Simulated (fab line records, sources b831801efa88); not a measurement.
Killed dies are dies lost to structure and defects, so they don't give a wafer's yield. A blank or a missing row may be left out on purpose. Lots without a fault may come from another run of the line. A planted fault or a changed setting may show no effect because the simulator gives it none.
A struck lot beside a sound one | flow sky130 | 18 steps out of a route of 708
Sound: wafers L335.1, L335.2, L335.4. Struck: wafers L327.1, L327.3, L327.6. The cause comes at the end.
At each step with rows: each side's tool, then ch and its chambers, then its first start. Under that, the readings that differ: sound wafers | struck wafers | difference of the means | sigmas: that difference in standard deviations of wafers without a fault.
alike: readings whose means differ by less than 2 such deviations, and words and numbers that are the same on both sides. not compared: withheld readings, readings that some wafer has no value for, bounds like >300 that may hide the same value, and numbers for which the record gives no deviation and whose values overlap.
The two part at a step that has a row with sigmas, a row that says differs or no value, or rows on one side only. Numbers that don't overlap but have no deviation are shown without sigmas and don't part them. A reading that every wafer of one side lacks parts them only if that side has two wafers or more.

first, 3 steps without rows for these wafers: SKY_LI_CONTACT_EXPOSE_09 (exposes mask LICM1, target cd 170 nm); SKY_LI_CONTACT_PEB_10; SKY_LI_CONTACT_DEVELOP_11 (develop time 60 s).
SKY_LI_CONTACT_CD_MEAS_12: target cd 170 nm.
  sound on cd_sem-01, day 33 03:08; struck on cd_sem-01, day 30 04:38
  alike: cd_nm
SKY_LI_CONTACT_OVL_MEAS_13:
  sound on overlay-01, day 33 03:16; struck on overlay-01, day 30 04:46
  alike: LI_CONTACT_OVL
SKY_LI_CONTACT_ETCH_14: etches BARC in N2/H2, stops on SiO2, time 45.9 s, target depth 60 nm.
  sound on rie_diel-04 ch 0,1,2, day 33 03:18; struck on rie_diel-01 ch 0,1,3, day 30 04:48
  reading            | sound             | struck            | difference | sigmas
  rf_fwd_power_W (W) | 496.1 496.3 496.1 | 492.0 494.2 490.2 | -4.0       | -2
  alike: drypump_motor_current_A, oes_product_au, throttle_valve_pct
  not compared: rf_hours_counter_h
SKY_LI_CONTACT_ETCH_15: etches PSG in C4F8/O2/Ar, stops on Si, target depth 600 nm.
  sound on rie_diel-04 ch 0,1,2, day 33 03:20; struck on rie_diel-01 ch 0,1,3, day 30 04:50
  alike: oes_product_au, rf_fwd_power_W
SKY_LI_CONTACT_STRIP_16: strips in O2/N2.
  sound on plasma_asher-02 ch 0,1, day 33 03:25; struck on plasma_asher-03 ch 0,1, day 30 04:55
  reading             | sound          | struck         | difference | sigmas
  o2_flow_sccm (sccm) | 3005 2986 2990 | 3030 3000 3025 | +25        | +3
  alike: drypump_motor_current_A, oes_product_au, strip_time_to_endpoint_s
  not compared: rf_hours_counter_h
then, 2 steps without rows for these wafers: SKY_LI_CONTACT_CLEAN_17 (cleans in NMP, time 600 s); SKY_LI_CONTACT_PRE_CLEAN_18 (time 5.6 s).
SKY_LI_CONTACT_SPUTTER_19: material Ti, target thk 20 nm, time 106.37 s.
  sound on pvd_sputter-03, day 33 03:44; struck on pvd_sputter-01, day 30 05:13
  alike: throttle_valve_pct
then, 1 step without rows for these wafers: SKY_LI_CONTACT_SPUTTER_20 (material TiN, target thk 20 nm, time 80 s).
SKY_LI_CONTACT_CVD_21: deposits W, target thk 400 nm, time 120.56 s.
  sound on cvd_w-02 ch 0,1, day 33 03:52; struck on cvd_w-01 ch 0,1, day 30 05:22
  reading                                  | sound             | struck            | difference | sigmas
  heater_power_outer_w (W)                 | 546 624 606       | 479 515 490       | -97        | -2
  model.W_of_LI_CONTACT_CVD_21.thk_nm (nm) | 396.9 394.6 398.9 | 453.9 457.8 457.2 | +59.5      |
  alike: heater_power_w, susceptor_temp_C
SKY_LI_CONTACT_RS_MEAS_22: measures by four-point-probe.
  sound on film_metro-01, day 33 04:00; struck on film_metro-02, day 30 05:48
  reading                  | sound                | struck               | difference | sigmas
  LI_CONTACT_W_RS (ohm/sq) | 0.2865 0.2887 0.2858 | 0.2507 0.2492 0.2491 | -0.0373    | -12
  not compared: hold
SKY_LI_CONTACT_THK_MEAS_23: measures by xrf.
  sound on film_metro-01, day 33 04:07; struck on film_metro-02, day 30 08:22
  reading               | sound       | struck      | difference | sigmas
  LI_CONTACT_W_THK (nm) | 409 408 412 | 472 479 474 | +65        | +9
  not compared: hold
SKY_LI_CONTACT_CMP_24: polishes, stops on PSG, t overpolish 20 s, target thk 0 nm.
  sound on cmp-01 ch 0,1,3, day 33 04:14; struck on cmp-02 ch 0,3, day 30 11:38
  reading                | sound    | struck                                                                     | difference                   | sigmas
  hold                   | - - -    | await_dispo/2.7h/release await_dispo/2.7h/release await_dispo/2.7h/release | no value on the sound wafers |
  time_to_endpoint_s (s) | 98 96 96 | 112 111 112                                                                | +15                          | +5
  alike: motor_current_A
SKY_LOCAL_INTERCONNECT_SPUTTER_00: material TiN, target thk 100 nm, time 83.3 s.
  sound on pvd_sputter-02, day 33 04:29; struck on pvd_sputter-02, day 30 11:56
  alike: susceptor_temp_C, throttle_valve_pct
-- the record jumps here: 16 days lie between the struck wafers' starts before and after (it left off in module LOCAL_INTERCONNECT and takes up again in module PAD_OPEN, whose first step shown is number 708 of the route) --
SKY_PAD_OPEN_PROBE_99:
  the record has rows for the struck wafers here (prober-02, day 46 18:25) and none for the sound ones

WHERE THEY PART
First at SKY_LI_CONTACT_ETCH_14; last, within this record, at SKY_PAD_OPEN_PROBE_99.

WHY: what the simulator had put in
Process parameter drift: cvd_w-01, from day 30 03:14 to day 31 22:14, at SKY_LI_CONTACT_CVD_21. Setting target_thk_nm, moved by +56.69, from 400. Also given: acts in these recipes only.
